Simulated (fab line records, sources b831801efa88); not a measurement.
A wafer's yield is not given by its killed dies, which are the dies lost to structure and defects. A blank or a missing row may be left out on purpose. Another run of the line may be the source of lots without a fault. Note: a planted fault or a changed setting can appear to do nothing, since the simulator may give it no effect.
fab line records -- flow sky130
record lots=6, wafers=18, last-day=48
route steps=708 shown POLY_GATE@218 PAD_OPEN@708
lots that met no fault: taken from a fault-free run of the same line
start-h: hours from the record's opening day to when the first of the lot's shown wafers began -- wait-h: hours since the lot's step before -- " as in the row above -- L1.1+2: one row covering several wafers at once -- - no value present, or no start provided -- * or withheld: withheld -- < > ~ a bound
route shown NAME@n: NAME is a module with steps in the file, n the number in the route of the first one -- usual: the fault-free wafers' mean and standard deviation -- same: alike in all rows -- chamber/n: place in a boat -- sites: per-site readings -- _std_site: how widely they spread, as a standard deviation -- _edge_site: the outer-site mean with the inner-site mean subtracted -- radius-mm: for every site, how far away it sits from the centre of the wafer -- mask NAME#n: copy n -- behind: the tool/chamber that last shaped the wafer -- hold: the reason the lot was held/the length of the hold in hours/how it ended -- device: names the non-switching transistor (n, p or np) -- end of line: the same wafers' tests at the end of the route -- where a step has no rows: the recipe by itself -- killed: the dies lost at the first sort to structure and to defects; this is not the yield of the wafer -- map: shows each die of a wafer: x if killed, . if not, _ if none is there
set.NAME: setting as actually run; set.NAME@STEP: the setting as run at that earlier step -- model.NAME: the simulator's own value behind a step, which no gauge read
lots at selected steps of the route; one table per step, one row per wafer
services: a tool's chamber out of use, with start hour (start-h, from the record's first day; less than 0 if before it), hours out, and reason
## steps
# step SKY_POLY_GATE_THK_MEAS_04
# recipe reads=Si3N4_of_POLY_GATE_CVD_03
# usual POLY_GATE_CVD_03_THK=75.4/0.74
lot.wafer,tool,chamber,start-h,wait-h,POLY_GATE_CVD_03_THK[nm]
L779.1,film-metro-01,-,330.45,0.0,74.1
L779.2,film-metro-01,-,330.45,0.0,74.7
L779.3,film-metro-01,-,330.45,0.0,75.2
L783.1,film-metro-01,-,365.52,0.0,75.2
L783.3,film-metro-01,-,365.52,0.0,75.8
L783.5,film-metro-01,-,365.52,0.0,75.2
L789.1,film-metro-01,-,446.31,0.0,76.4
L789.2,film-metro-01,-,446.31,0.0,76.5
L789.6,film-metro-01,-,446.31,0.0,76.4
L792.1,film-metro-03,-,460.11,0.0,75.2
L792.2,film-metro-03,-,460.11,0.0,76.0
L792.3,film-metro-03,-,460.11,0.0,75.5
L794.2,film-metro-01,-,475.98,0.0,76.4
L794.3,film-metro-01,-,475.98,0.0,76.5
L794.4,film-metro-01,-,475.98,0.0,77.1
L796.2,film-metro-01,-,495.87,0.0,76.3
L796.3,film-metro-01,-,495.87,0.0,75.9
L796.5,film-metro-01,-,495.87,0.0,75.7
# step SKY_POLY_GATE_DEHYDRATE_05
# recipe temp-c=200, time-s=60
# step SKY_POLY_GATE_HMDS_06
# recipe prime-time-s=60, prime-temp-c=120
# step SKY_POLY_GATE_COAT_07
# recipe resist=BARC, temp-c=withheld, time-s=withheld, spin-rpm=3000, resist-thk-nm=110
# step SKY_POLY_GATE_COAT_08
# recipe resist=KrF-thick, spin-rpm=3000, resist-thk-nm=450
# step SKY_POLY_GATE_SOFTBAKE_09
# recipe temp-c=100, time-s=90, resist=KrF-thick
# step SKY_POLY_GATE_EXPOSE_10
# recipe mask-id=P1M, na=0.68, source-shape=conventional, sigma-outer=0.6, target-cd-nm=150, dose-mj=28
# step SKY_POLY_GATE_PEB_11
# recipe peb-temp-c=withheld, peb-time-s=withheld, resist=KrF-thick
# step SKY_POLY_GATE_DEVELOP_12
# recipe develop-time-s=60, resist=KrF-thick, dev-temp-c=21
# step SKY_POLY_GATE_CD_MEAS_13
# recipe target-cd-nm=150
# usual cd-nm=150.3/1.1
lot.wafer,tool,chamber,start-h,wait-h,cd-nm
L779.1,cd-sem-02,-,356.95,-,148.7
L779.2,cd-sem-02,-,356.95,-,149.3
L779.3,cd-sem-02,-,356.95,-,148.3
L783.1,cd-sem-01,-,394.01,-,150.0
L783.3,cd-sem-01,-,394.01,-,149.7
L783.5,cd-sem-01,-,394.01,-,150.6
L789.1,cd-sem-02,-,477.13,-,149.6
L789.2,cd-sem-02,-,477.13,-,150.7
L789.6,cd-sem-02,-,477.13,-,150.1
L792.1,cd-sem-02,-,490.63,-,150.0
L792.2,cd-sem-02,-,490.63,-,149.6
L792.3,cd-sem-02,-,490.63,-,150.4
L794.2,cd-sem-02,-,507.03,-,151.1
L794.3,cd-sem-02,-,507.03,-,150.2
L794.4,cd-sem-02,-,507.03,-,150.1
L796.2,cd-sem-01,-,526.28,-,149.0
L796.3,cd-sem-01,-,526.28,-,148.0
L796.5,cd-sem-01,-,526.28,-,148.7
# step SKY_POLY_GATE_OVL_MEAS_14
# usual POLY_GATE_OVL=2/5.7
lot.wafer,tool,chamber,start-h,wait-h,POLY_GATE_OVL[nm]
L779.1,overlay-01,-,357.07,0.1,2
L779.2,overlay-01,-,357.07,0.1,9
L779.3,overlay-01,-,357.07,0.1,2
L783.1,overlay-01,-,394.13,0.1,7
L783.3,overlay-01,-,394.13,0.1,8
L783.5,overlay-01,-,394.13,0.1,12
L789.1,overlay-01,-,477.25,0.1,1
L789.2,overlay-01,-,477.25,0.1,1
L789.6,overlay-01,-,477.25,0.1,2
L792.1,overlay-02,-,490.75,0.1,2
L792.2,overlay-02,-,490.75,0.1,-1
L792.3,overlay-02,-,490.75,0.1,0
L794.2,overlay-02,-,507.14,0.1,-10
L794.3,overlay-02,-,507.14,0.1,-6
L794.4,overlay-02,-,507.14,0.1,-8
L796.2,overlay-01,-,526.39,0.1,-2
L796.3,overlay-01,-,526.39,0.1,9
L796.5,overlay-01,-,526.39,0.1,8
# step SKY_POLY_GATE_ETCH_15
# recipe chemistry=N2/H2, target=BARC, ion-energy-ev=200, source-w=500, bias-w=100, pressure-mtorr=30, n2-flow-sccm=100, h2-flow-sccm=200, stop-on=SiO2, time-s=118.5, target-depth-a=1100
# usual bias-w=100.0/0.33, drypump-motor-current-A=5.8/0.56, n2-flow-sccm=100.00/0.28, oes-product-au=0.716/0.0052, throttle-valve-pct=13.214/0.0086
lot.wafer,tool,chamber,start-h,wait-h,bias-w,drypump-motor-current-A,n2-flow-sccm,oes-product-au,rf-hours-counter-h,throttle-valve-pct
L779.1,rie-diel-03,2,357.11,0.0,100.5,5.2,99.95,0.718,8,13.214
L779.2,rie-diel-03,0,357.11,0.0,100.4,6.8,99.44,0.708,65,13.215
L779.3,rie-diel-03,3,357.11,0.0,100.2,5.7,99.49,0.706,65,13.211
L783.1,rie-diel-01,2,394.17,0.0,100.2,5.6,99.92,0.720,81,13.207
L783.3,rie-diel-01,1,394.17,0.0,99.9,5.2,99.96,0.714,88,13.227
L783.5,rie-diel-01,3,394.17,0.0,99.9,6.0,99.73,0.716,-,13.204
L789.1,rie-diel-01,0,477.29,0.0,99.7,5.8,99.84,0.711,16,13.212
L789.2,rie-diel-01,1,477.29,0.0,100.2,5.2,100.74,0.706,90,13.212
L789.6,rie-diel-01,2,477.29,0.0,100.5,5.6,100.18,0.719,-,13.214
L792.1,rie-diel-01,2,490.79,0.0,99.9,5.7,100.34,0.720,83,13.214
L792.2,rie-diel-01,3,490.79,0.0,100.5,6.0,99.96,0.714,8,13.196
L792.3,rie-diel-01,0,490.79,0.0,100.1,5.8,100.05,0.710,16,13.199
L794.2,rie-diel-03,2,507.17,0.0,99.3,5.2,99.94,0.712,10,13.216
L794.3,rie-diel-03,0,507.17,0.0,99.8,6.8,100.12,0.722,68,13.200
L794.4,rie-diel-03,1,507.17,0.0,100.4,6.7,100.01,0.719,1,13.213
L796.2,rie-diel-03,2,526.42,0.0,100.3,5.2,99.90,0.700,11,13.218
L796.3,rie-diel-03,3,526.42,0.0,99.7,5.7,99.97,0.715,67,13.219
L796.5,rie-diel-03,0,526.42,0.0,100.0,6.8,100.13,0.715,-,13.208
# step SKY_POLY_GATE_ETCH_16
# recipe stop-on=poly-Si, chemistry=CH3F/O2, target=Si3N4, source-w=400, bias-w=80, pressure-mtorr=25, ch3f-flow-sccm=40, O2_flow_sccm=30, time-s=147.5, target-depth-a=750
# usual bias-w=80.01/0.26, drypump-motor-current-A=5.8/0.56, oes-product-au=0.642/0.0049, throttle-valve-pct=10.534/0.0086
lot.wafer,tool,chamber,start-h,wait-h,bias-w,drypump-motor-current-A,oes-product-au,rf-hours-counter-h,throttle-valve-pct,model.KrF-thick_of_POLY_GATE_COAT_08.thk-nm
L779.1,rie-diel-03,2,357.19,0.0,80.21,5.2,0.636,8,10.525,236.9
L779.2,rie-diel-03,0,357.19,0.0,79.99,6.8,0.635,65,10.528,232.4
L779.3,rie-diel-03,3,357.19,0.0,80.08,5.7,0.635,65,10.529,236.1
L783.1,rie-diel-01,2,394.25,0.0,80.13,5.6,0.640,81,10.534,233.4
L783.3,rie-diel-01,1,394.25,0.0,80.35,5.2,0.642,88,10.514,234.1
L783.5,rie-diel-01,3,394.25,0.0,80.12,6.0,0.639,-,10.540,236.2
L789.1,rie-diel-01,0,477.37,0.0,80.33,5.7,0.646,16,10.529,233.8
L789.2,rie-diel-01,1,477.37,0.0,80.17,5.2,0.647,90,10.539,230.3
L789.6,rie-diel-01,2,477.37,0.0,91.69,5.7,0.641,-,10.529,224.9
L792.1,rie-diel-01,2,490.87,0.0,91.37,5.6,0.636,83,10.537,224.4
L792.2,rie-diel-01,3,490.87,0.0,80.41,6.0,0.649,8,10.520,232.5
L792.3,rie-diel-01,0,490.87,0.0,79.92,5.8,0.642,16,10.539,234.8
L794.2,rie-diel-03,2,507.25,0.0,79.92,5.2,0.645,10,10.513,236.6
L794.3,rie-diel-03,0,507.25,0.0,79.70,6.8,0.649,68,10.537,233.1
L794.4,rie-diel-03,1,507.25,0.0,79.63,6.7,0.654,1,10.529,236.2
L796.2,rie-diel-03,2,526.50,0.0,80.17,5.2,0.639,11,10.531,233.9
L796.3,rie-diel-03,3,526.50,0.0,79.47,5.7,0.645,67,10.527,232
L796.5,rie-diel-03,0,526.50,0.0,79.77,6.8,0.651,-,10.540,229.9
# step SKY_POLY_GATE_ETCH_17
# recipe target-depth-nm=180, stop-on=SiO2, over-etch-frac=0.56667, chemistry=HBr/Cl2, target=poly-Si, icp-w=400, bias-w=100, pressure-mtorr=10, HBr_flow_sccm=150, Cl2_flow_sccm=50, time-s=70.5
# usual bias-w=100.02/0.29, drypump-motor-current-A=5.73/0.24, oes-product-au=0.982/0.0071, throttle-valve-pct=33.684/0.0086
lot.wafer,tool,chamber,start-h,wait-h,bias-w,drypump-motor-current-A,oes-product-au,rf-hours-counter-h,throttle-valve-pct,model.KrF-thick_of_POLY_GATE_COAT_08.thk-nm
L779.1,rie-si-01,2,357.29,0.0,100.21,5.62,0.989,4,33.678,143.3
L779.2,rie-si-01,3,357.29,0.0,100.08,5.62,0.993,64,33.687,138.4
L779.3,rie-si-01,0,357.29,0.0,100.25,5.84,0.979,2,33.684,143.3
L783.1,rie-si-02,2,394.35,0.0,99.75,5.85,0.989,39,33.697,137
L783.3,rie-si-02,1,394.35,0.0,99.75,5.20,0.981,31,33.697,140.8
L783.5,rie-si-02,1,394.35,0.0,100.45,5.21,0.969,-,33.682,144
L789.1,rie-si-02,3,477.47,0.0,100.04,6.12,0.975,4,33.686,140.8
L789.2,rie-si-02,0,477.47,0.0,99.70,5.71,0.973,0,33.688,137.3
L789.6,rie-si-02,0,477.47,0.0,99.86,5.72,0.970,-,33.693,131.9
L792.1,rie-si-01,1,490.97,0.0,100.38,5.79,0.975,2,33.685,132.5
L792.2,rie-si-01,2,490.97,0.0,100.15,5.62,0.985,5,33.698,137.9
L792.3,rie-si-01,3,490.97,0.0,99.60,5.63,0.985,0,33.694,141.7
L794.2,rie-si-01,3,507.35,0.0,99.97,5.60,0.982,0,33.676,144
L794.3,rie-si-01,1,507.35,0.0,100.42,5.81,0.984,2,33.693,140.3
L794.4,rie-si-01,0,507.35,0.0,100.47,5.85,0.994,3,33.679,142.5
L796.2,rie-si-01,0,526.60,0.0,99.49,5.86,0.980,3,33.699,141
L796.3,rie-si-01,3,526.60,0.0,100.07,5.60,0.978,0,33.670,140.1
L796.5,rie-si-01,1,526.60,0.0,100.36,5.81,0.979,-,33.694,137.4
# step SKY_POLY_GATE_STRIP_18
# recipe chemistry=O2/N2, power-w=1400, pressure-mtorr=1500, platen-temp-c=withheld, o2-flow-sccm=3000, n2-flow-sccm=300, overash-fraction=0.5
# usual drypump-motor-current-A=6.1/0.56, n2-flow-sccm=300.0/0.88, oes-product-au=0.361/0.0047, strip-time-to-endpoint-s=3.17/0.037
lot.wafer,tool,chamber,start-h,wait-h,drypump-motor-current-A,n2-flow-sccm,oes-product-au,rf-hours-counter-h,strip-time-to-endpoint-s
L779.1,plasma-asher-01,1,357.34,0.0,5.7,300.7,0.361,53,3.20
L779.2,plasma-asher-01,0,357.34,0.0,5.9,300.4,0.354,53,3.14
L779.3,plasma-asher-01,1,357.34,0.0,5.7,299.4,0.368,-,3.20
L783.1,plasma-asher-03,1,394.40,0.0,6.7,299.1,0.350,26,3.15
L783.3,plasma-asher-03,1,394.40,0.0,6.7,298.9,0.366,-,3.19
L783.5,plasma-asher-03,1,394.40,0.0,6.7,300.1,0.366,-,3.22
L789.1,plasma-asher-03,0,477.53,0.0,6.7,298.0,0.370,35,3.16
L789.2,plasma-asher-03,1,477.53,0.0,6.7,300.4,0.355,35,3.13
L789.6,plasma-asher-03,0,477.53,0.0,6.7,298.7,0.364,-,3.08
L792.1,plasma-asher-03,1,491.03,0.0,6.7,300.2,0.358,36,3.08
L792.2,plasma-asher-03,0,491.03,0.0,6.7,300.7,0.357,36,3.13
L792.3,plasma-asher-03,1,491.03,0.0,6.8,299.4,0.363,-,3.19
L794.2,plasma-asher-01,1,507.40,0.0,5.7,297.9,0.352,68,3.21
L794.3,plasma-asher-01,0,507.40,0.0,6.0,300.8,0.355,-,3.18
L794.4,plasma-asher-01,1,507.40,0.0,5.7,297.7,0.356,-,3.18
L796.2,plasma-asher-01,0,526.65,0.0,6.0,300.4,0.364,70,3.17
L796.3,plasma-asher-01,1,526.65,0.0,5.7,298.3,0.357,-,3.18
L796.5,plasma-asher-01,0,526.65,0.0,6.0,298.4,0.361,-,3.13
# step SKY_PAD_OPEN_PROBE_99
# usual killed_at_M0_to_M3=44/7.2, killed_at_M4_up=3.1/1.8, killed-at-contacts=24/4.5, killed-at-front-end=16/4.4, killed-at-other=0.2/0.42, killed-dies=87/8.9, killed-open=48/6.4, killed-short=39/6.2
# same gross-dies=492, killed-at-back-side=0
lot.wafer,tool,chamber,start-h,wait-h,killed_at_M0_to_M3,killed_at_M4_up,killed-at-contacts,killed-at-front-end,killed-at-other,killed-dies,killed-open,killed-short
L779.1,prober-01,-,1053.83,0.1,51,3,26,23,0,103,66,37
L779.2,prober-01,-,1053.88,0.1,49,1,19,14,0,83,43,40
L779.3,prober-01,-,1053.93,0.2,39,2,30,14,0,85,52,33
L783.1,prober-01,-,1084.17,0.1,55,3,30,13,0,101,56,45
L783.3,prober-01,-,1084.27,0.2,46,3,23,10,0,82,48,34
L783.5,prober-01,-,1084.37,0.2,27,5,29,14,0,75,35,40
L792.1,prober-02,-,1144.08,0.1,40,3,14,21,0,78,38,40
L792.2,prober-02,-,1144.13,0.1,46,2,18,14,0,80,45,35
L792.3,prober-02,-,1144.18,0.2,46,3,25,11,0,85,44,41
L794.2,prober-02,-,1156.62,0.1,43,0,21,17,0,81,40,41
L794.3,prober-02,-,1156.67,0.2,42,1,20,13,1,77,41,36
L794.4,prober-02,-,1156.72,0.2,54,3,33,14,0,104,54,50
# killed by level:class
L779.1 VIA1:geometric-particle:open=15 CONTACT:geometric-particle:open=14 VIA3:geometric-particle:open=7 LI_CONTACT:geometric-particle:open=7 VIA1:geometric-particle:short=7 FIELD_ISO:geometric-particle:open=5 POLY_GATE:geometric-particle:open=5 POLY_GATE:geometric-particle:short=5
L779.2 VIA1:geometric-particle:open=12 VIA3:geometric-particle:open=9 LI_CONTACT:geometric-particle:open=6 CONTACT:geometric-particle:open=6 METAL1:geometric-particle:short=6 METAL2:geometric-particle:short=5 VIA3:geometric-particle:short=5 POLY_GATE:geometric-particle:open=4
L779.3 CONTACT:geometric-particle:open=12 VIA1:geometric-particle:open=11 LI_CONTACT:geometric-particle:open=8 VIA3:geometric-particle:open=6 VIA1:geometric-particle:short=6 LI_CONTACT:geometric-particle:short=5 VIA2:geometric-particle:open=4 FIELD_ISO:geometric-particle:open=3
L783.1 VIA1:geometric-particle:open=17 CONTACT:geometric-particle:open=12 VIA1:geometric-particle:short=10 METAL1:geometric-particle:short=5 LI_CONTACT:geometric-particle:short=5 LI_CONTACT:geometric-particle:open=5 VIA2:geometric-particle:open=5 FIELD_ISO:geometric-particle:open=4
L783.3 VIA1:geometric-particle:open=10 CONTACT:geometric-particle:open=9 VIA3:geometric-particle:open=7 CONTACT:geometric-particle:short=6 METAL1:geometric-particle:short=6 VIA1:geometric-particle:short=6 VIA2:geometric-particle:open=5 LI_CONTACT:geometric-particle:open=4
L783.5 CONTACT:geometric-particle:open=13 LI_CONTACT:geometric-particle:open=7 METAL3:geometric-particle:short=5 POLY_GATE:geometric-particle:short=5 METAL4:geometric-particle:short=5 FIELD_ISO:geometric-particle:short=4 LI_CONTACT:geometric-particle:short=4 VIA1:geometric-particle:open=4
L792.1 POLY_GATE:geometric-particle:short=9 VIA1:geometric-particle:open=7 VIA2:geometric-particle:open=5 VIA3:geometric-particle:open=5 POLY_GATE:geometric-particle:open=4 LOCAL_INTERCONNECT:geometric-particle:short=4 CONTACT:geometric-particle:open=4 METAL1:geometric-particle:short=4
L792.2 CONTACT:geometric-particle:open=10 VIA1:geometric-particle:open=9 VIA3:geometric-particle:open=9 VIA1:geometric-particle:short=8 POLY_GATE:geometric-particle:open=6 METAL2:geometric-particle:short=6 POLY_GATE:geometric-particle:short=4 CONTACT:geometric-particle:short=4
L792.3 VIA1:geometric-particle:open=14 CONTACT:geometric-particle:open=8 LI_CONTACT:geometric-particle:open=7 METAL2:geometric-particle:short=7 METAL1:geometric-particle:short=6 POLY_GATE:geometric-particle:short=6 VIA2:geometric-particle:open=5 LOCAL_INTERCONNECT:geometric-particle:short=4
L794.2 VIA1:geometric-particle:open=11 METAL2:geometric-particle:short=8 CONTACT:geometric-particle:open=7 CONTACT:geometric-particle:short=6 METAL1:geometric-particle:short=6 FIELD_ISO:geometric-particle:short=5 VIA3:geometric-particle:open=5 POLY_GATE:geometric-particle:short=4
L794.3 VIA1:geometric-particle:open=11 FIELD_ISO:geometric-particle:open=6 LI_CONTACT:geometric-particle:open=6 VIA2:geometric-particle:open=6 VIA1:geometric-particle:short=5 CONTACT:geometric-particle:short=4 METAL2:geometric-particle:short=4 CONTACT:geometric-particle:open=4
L794.4 CONTACT:geometric-particle:open=11 VIA1:geometric-particle:open=10 VIA3:geometric-particle:open=10 VIA1:geometric-particle:short=9 LI_CONTACT:geometric-particle:short=8 METAL2:geometric-particle:short=8 POLY_GATE:geometric-particle:open=5 LI_CONTACT:geometric-particle:open=5
## services
tool,chamber,start-h,hours,kind
rie-diel-01,-,340.46,2.8,pm
rie-diel-01,-,345.08,0.2,repair
rie-si-02,2,353.97,3.7,repair
rie-diel-01,0,359.66,3.2,repair
rie-diel-03,2,368.86,4.3,repair
rie-diel-03,2,375.11,5.9,repair
rie-si-02,0,388.61,3.6,repair
rie-si-02,0,392.23,-,clean
rie-si-02,0,392.23,26.6,scheduled-down
plasma-asher-01,-,417.94,3.0,repair
rie-diel-03,3,422.42,2.0,repair
rie-diel-03,-,441.10,1.9,repair
rie-si-02,-,441.74,0.2,repair
rie-diel-03,1,443.00,-,clean
rie-diel-03,1,443.00,19.6,scheduled-down
rie-diel-03,1,443.00,19.6,vent-cycle
rie-si-01,3,456.05,-,clean
rie-si-01,3,456.05,12.7,scheduled-down
rie-si-01,3,456.05,12.7,vent-cycle
rie-diel-03,0,459.18,8.1,repair
rie-diel-03,3,495.65,10.3,repair
rie-diel-01,1,509.81,-,clean
rie-diel-01,1,509.81,18.9,scheduled-down
rie-diel-01,1,509.81,18.9,vent-cycle
## key
first-sign step=SKY_POLY_GATE_ETCH_16, reading=bias-w, direction=up, sigmas=45, usual=80.01, struck=91.53
effect none on later readings
model-effect step=SKY_POLY_GATE_ETCH_16, value=KrF-thick_of_POLY_GATE_COAT_08.thk-nm, without=230.3, struck=224.6
model-effect step=SKY_POLY_GATE_ETCH_17, value=KrF-thick_of_POLY_GATE_COAT_08.thk-nm, without=137.9, struck=132.2
met-at SKY_POLY_GATE_ETCH_16
struck-wafers L789.6,L792.1
tester-left-out L789,L792
onset-between 394.25 477.37
fault kind=process-parameter-drift, tool=rie-diel-01, chamber=2, onset-h=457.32, steps=SKY_POLY_GATE_ETCH_16, channel=bias-w, offset=11.478, shape=step, end-h=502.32, acts-in=these-recipes-only, stated=80
# tester-left-out: of these lots the tester's yield and bins aren't shown, on N5 and GAA mostly nor the transistor test; their killed dies are dies lost to structure and defects alone, not to doping, threshold or leakage, so they don't give the yield
